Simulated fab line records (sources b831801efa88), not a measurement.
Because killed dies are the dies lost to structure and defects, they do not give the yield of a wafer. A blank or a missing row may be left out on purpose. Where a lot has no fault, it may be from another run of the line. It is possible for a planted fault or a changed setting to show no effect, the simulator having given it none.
Comparing a struck lot with a sound one -- flow sky130 -- 15 steps out of a route of 708
Sound: wafers L342.1, L342.2, L342.6. Wafers L336.2, L336.4, L336.5 were the ones struck. The cause is given at the end.
Each step with rows lists, per side, the tool, then ch with its chambers, then its first start. Under that, the readings that differ: sound wafers -- struck wafers -- difference of the means -- sigmas: that difference in standard deviations of wafers without a fault.
alike: readings whose means differ by less than 2 such deviations, and words and numbers that are the same on both sides. not compared: withheld readings, readings that some wafer has no value for, bounds like >300 that may hide the same value, and numbers for which the record gives no deviation and whose values overlap.
The two part at a step that has a row with sigmas, a row that says differs or no value, or rows on one side only. Numbers that have no deviation but don't overlap get no sigmas and don't part them. A reading that every wafer of one side lacks parts them only if that side has two wafers or more.

first, 7 steps without rows for these wafers: SKY_GATE_OXIDE_DEHYDRATE_03 (time 60 s); SKY_GATE_OXIDE_HMDS_04 (prime time 60 s); SKY_GATE_OXIDE_COAT_05 (resist thk 1140 nm); SKY_GATE_OXIDE_SOFTBAKE_06 (time 60 s); SKY_GATE_OXIDE_EXPOSE_07 (exposes mask LVOM, target cd 600 nm); SKY_GATE_OXIDE_PEB_08; SKY_GATE_OXIDE_DEVELOP_09 (develop time 60 s).
SKY_GATE_OXIDE_OVL_MEAS_10:
  sound: overlay-01 at day 21 14:13; struck: overlay-02 at day 19 07:53
  alike: GATE_OXIDE_OVL
then, 2 steps without rows for these wafers: SKY_GATE_OXIDE_IMPLANT_11; SKY_GATE_OXIDE_WET_ETCH_12 (etches SiO2 in dHF, target depth 16.8 nm, time 336 s).
SKY_GATE_OXIDE_STRIP_13: strips in O2/N2.
  sound on plasmaAsher-02 ch 0,1, day 21 14:31; struck on plasmaAsher-01 ch 0,1, day 19 08:10
  alike: drypumpMotorCurrentA, oesProductAu, stripTimeToEndpointS
  not compared: rfHoursCounterH
SKY_GATE_OXIDE_TW_MEAS_14:
  sound: filmMetro-04 at day 21 14:37; struck: filmMetro-01 at day 19 08:16
  alike: GATE_OXIDE_TW
SKY_GATE_OXIDE_CLEAN_15: cleans in SC1/SC2, time 150 s.
  sound on wetBench-03 ch 1, day 21 14:41; struck on wetBench-01 ch 2, day 19 08:19
reading,sound,struck,difference,sigmas
runLengthS (s),176 176 176,204 204 204,+28,+7
then, 1 step without rows for these wafers: SKY_GATE_OXIDE_OXIDATION_16 (stabilise 600 s, purge 300 s, target thk 3.57 nm).
-- the record jumps here: 30 days lie between the struck wafers' starts before and after (it left off in module GATE_OXIDE and takes up again in module PAD_OPEN, whose first step shown is number 708 of the route) --
SKY_PAD_OPEN_PROBE_99:
  sound: prober-01 at day 50 19:05; struck: prober-02 at day 49 04:30
  alike: killed_at_M0_to_M3, killed_at_M4_up, killedAtContacts, killedAtFrontEnd, killedAtOther, killedDies, killedOpen, killedShort

WHERE THEY PART
Only at SKY_GATE_OXIDE_CLEAN_15, as far as this record shows. Later steps at which nothing parts them and some readings are alike: SKY_PAD_OPEN_PROBE_99.

WHY: the cause the simulator had injected
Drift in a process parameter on wetBench-01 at SKY_GATE_OXIDE_CLEAN_15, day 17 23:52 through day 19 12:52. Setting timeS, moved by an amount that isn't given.
